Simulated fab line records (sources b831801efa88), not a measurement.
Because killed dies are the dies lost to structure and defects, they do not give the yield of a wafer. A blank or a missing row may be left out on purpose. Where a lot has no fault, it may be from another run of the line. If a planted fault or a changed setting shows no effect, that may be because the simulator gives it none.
2 desks looking at one fault -- flow gf180mcu -- each desk holds nothing but its own numbers, with what lay behind them at the end

== AT THE TOOL OWNER'S DESK: furnace-02 ==
The tool's own readings at GF_STI_OXIDATION_29 (stabilise 600 s, purge 300 s, target thk 10 nm): means of the sampled wafers that have a number, for each lot that ran on this tool. Any lot whose mean is over 4 standard deviations away from the usual mean is out of limits and marked OUT; that distance is given in the brackets.
Columns: A = spike tc bottom C at GF_STI_OXIDATION_29, usual 921.4 C; B = spike tc centre C at GF_STI_OXIDATION_29, usual 901.2 C
lot,first seen here,A,B
L138,day 2 11:13,919.8,901.4
L139,day 2 16:29,920.0,901.6
L140,day 2 16:29,921.1,900.5
L141,day 2 21:06,920.7,902.0
L149,day 4 13:43,919.1,902.3
L150,day 4 19:31,920.7,901.6
This desk's finding: nothing out of limits on any of the 6 lots.

== METROLOGY DESK ==
What the gauges read, lot by lot, whatever tool the lot ran on: means of the sampled wafers that have a number. Any lot whose mean is over 4 standard deviations away from the usual mean is out of limits and marked OUT; that distance is given in the brackets.
Columns: A = STI_OXIDATION_02_THK at GF_STI_THK_MEAS_30, usual 10.03 nm; B = PSD_OVL at GF_PSD_OVL_MEAS_08, usual 0.6 nm; C = V3_OVL at GF_V3_OVL_MEAS_15, usual -1 nm
lot,first seen here,A,B,C
L138,day 2 12:37,9.86,0.5,-5
L140,day 2 17:53,10.31,-1.7,-4
L139,day 2 17:53,10.24,0.1,-1
L141,day 2 22:30,10.21,1.1,5
L145,day 3 17:27,9.91,-0.1,-0
L149,day 4 15:07,7.31 (-17) OUT,-0.5,-3
L150,day 4 20:55,7.33 (-17) OUT,1.1,-1
L156,day 6 05:43,10.00,0.4,5
L160,day 7 03:55,10.15,2.2,2
L161,day 7 05:19,10.07,0.8,-5
This desk's finding: out of limits on L149, L150; first on L149, day 4 15:07 (STI_OXIDATION_02_THK at GF_STI_THK_MEAS_30). Within limits: L138, L140, L139, L141, L145, L156, L160, L161.

== TAKEN TOGETHER ==
The metrology desk could have raised an alarm at day 4 15:07, on L149, L150.
Nothing out of limits was seen by the tool owner's desk.
On record at the tool owner's desk: L149, L150, within its limits.
All the named lots went through GF_STI_OXIDATION_29 on furnace-02.

== WHAT WAS PUT IN BY THE SIMULATOR ==
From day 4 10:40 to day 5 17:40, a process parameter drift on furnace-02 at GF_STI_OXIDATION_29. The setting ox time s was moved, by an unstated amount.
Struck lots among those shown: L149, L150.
Per desk, hours elapsed from the start of the fault to the first reading out of limits: for the metrology desk, 4.
